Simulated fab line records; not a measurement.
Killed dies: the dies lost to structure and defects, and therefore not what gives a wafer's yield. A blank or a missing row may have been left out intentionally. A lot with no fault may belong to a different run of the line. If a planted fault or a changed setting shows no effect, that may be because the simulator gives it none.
Matching of chambers || flow sky130 || SKY_FIELD_ISO_ETCH_14 on rie_diel-02 has 4 sister chambers
The step etches BARC in N2/H2, stops on SiO2, time 45.9 s, target depth 60 nm. 14 wafers are shown with their chamber, then 7 later ones without.

## WAFERS, EACH WITH ITS CHAMBER
{"wafer": "L818.2", "chamber": 3, "drypump_motor_current_A (A)": 5.4, "oes_product_au (a.u.)": 0.860, "throttle_valve_pct (%)": 13.236}
{"wafer": "L818.5", "chamber": 1, "drypump_motor_current_A (A)": 5.2, "oes_product_au (a.u.)": 0.859, "throttle_valve_pct (%)": 13.225}
{"wafer": "L818.6", "chamber": 0, "drypump_motor_current_A (A)": 6.0, "oes_product_au (a.u.)": 0.848, "throttle_valve_pct (%)": 13.227}
{"wafer": "L821.2", "chamber": 2, "drypump_motor_current_A (A)": 6.4, "oes_product_au (a.u.)": 0.857, "throttle_valve_pct (%)": 13.225}
{"wafer": "L821.4", "chamber": 3, "drypump_motor_current_A (A)": 5.4, "oes_product_au (a.u.)": 0.855, "throttle_valve_pct (%)": 13.217}
{"wafer": "L821.6", "chamber": 2, "drypump_motor_current_A (A)": 6.4, "oes_product_au (a.u.)": 0.860, "throttle_valve_pct (%)": 13.204}
{"wafer": "L822.1", "chamber": 2, "drypump_motor_current_A (A)": 6.4, "oes_product_au (a.u.)": 0.858, "throttle_valve_pct (%)": 13.234}
{"wafer": "L822.3", "chamber": 3, "drypump_motor_current_A (A)": 5.4, "oes_product_au (a.u.)": 0.852, "throttle_valve_pct (%)": 13.225}
{"wafer": "L822.6", "chamber": 3, "drypump_motor_current_A (A)": 5.4, "oes_product_au (a.u.)": 0.851, "throttle_valve_pct (%)": 13.218}
{"wafer": "L825.1", "chamber": 0, "drypump_motor_current_A (A)": 5.9, "oes_product_au (a.u.)": 0.856, "throttle_valve_pct (%)": 13.229}
{"wafer": "L825.4", "chamber": 3, "drypump_motor_current_A (A)": 5.4, "oes_product_au (a.u.)": 0.860, "throttle_valve_pct (%)": 13.228}
{"wafer": "L825.6", "chamber": 2, "drypump_motor_current_A (A)": 6.4, "oes_product_au (a.u.)": 0.858, "throttle_valve_pct (%)": 13.220}
{"wafer": "L829.2", "chamber": 2, "drypump_motor_current_A (A)": 6.4, "oes_product_au (a.u.)": 0.857, "throttle_valve_pct (%)": 13.224}
{"wafer": "L829.5", "chamber": 1, "drypump_motor_current_A (A)": 5.2, "oes_product_au (a.u.)": 0.856, "throttle_valve_pct (%)": 13.222}

SIGNATURES, as means of the wafers listed above
{"reading": "drypump_motor_current_A", "chamber 0": 5.950, "chamber 1": 5.200, "chamber 2": 6.400, "chamber 3": 5.400, "scatter within a chamber": 0.0224}
{"reading": "oes_product_au", "chamber 0": 0.85200, "chamber 1": 0.85750, "chamber 2": 0.85800, "chamber 3": 0.85560, "scatter within a chamber": 0.0034}
{"reading": "throttle_valve_pct", "chamber 0": 13.22800, "chamber 1": 13.22350, "chamber 2": 13.22140, "chamber 3": 13.22480, "scatter within a chamber": 0.00856}
Rule: a wafer's distance from a chamber is the root of the sum, over the readings, of the square of ((its reading less the chamber's mean) divided by the reading's scatter). The wafer belongs to the nearest chamber; if the next one is less than 2 further off, it can't be placed. How the scatter is found: for the shown wafers, subtract from each reading the mean of its chamber, square and add these, divide the total by (wafers less chambers), then take the root.

## WAFERS WITHOUT THEIR CHAMBER
{"wafer": "L829.6", "drypump_motor_current_A (A)": 5.9, "oes_product_au (a.u.)": 0.863, "throttle_valve_pct (%)": 13.236}
{"wafer": "L834.1", "drypump_motor_current_A (A)": 6.0, "oes_product_au (a.u.)": 0.847, "throttle_valve_pct (%)": 13.224}
{"wafer": "L834.3", "drypump_motor_current_A (A)": 5.4, "oes_product_au (a.u.)": 0.850, "throttle_valve_pct (%)": 13.205}
{"wafer": "L834.4", "drypump_motor_current_A (A)": 6.4, "oes_product_au (a.u.)": 0.863, "throttle_valve_pct (%)": 13.239}
{"wafer": "L839.2", "drypump_motor_current_A (A)": 5.9, "oes_product_au (a.u.)": 0.855, "throttle_valve_pct (%)": 13.206}
{"wafer": "L839.3", "drypump_motor_current_A (A)": 5.1, "oes_product_au (a.u.)": 0.852, "throttle_valve_pct (%)": 13.224}
{"wafer": "L839.4", "drypump_motor_current_A (A)": 6.4, "oes_product_au (a.u.)": 0.861, "throttle_valve_pct (%)": 13.217}

## THE CHAMBER EACH PASSED THROUGH
{"wafer": "L829.6", "from the rows above": 0, "in truth": 0}
{"wafer": "L834.1", "from the rows above": 0, "in truth": 0}
{"wafer": "L834.3", "from the rows above": 3, "in truth": 3}
{"wafer": "L834.4", "from the rows above": 2, "in truth": 2}
{"wafer": "L839.2", "from the rows above": 0, "in truth": 0}
{"wafer": "L839.3", "from the rows above": 1, "in truth": 1}
{"wafer": "L839.4", "from the rows above": 2, "in truth": 2}
7 of 7 placed correctly. Not placeable from these rows: 0. Placed wrongly: 0.
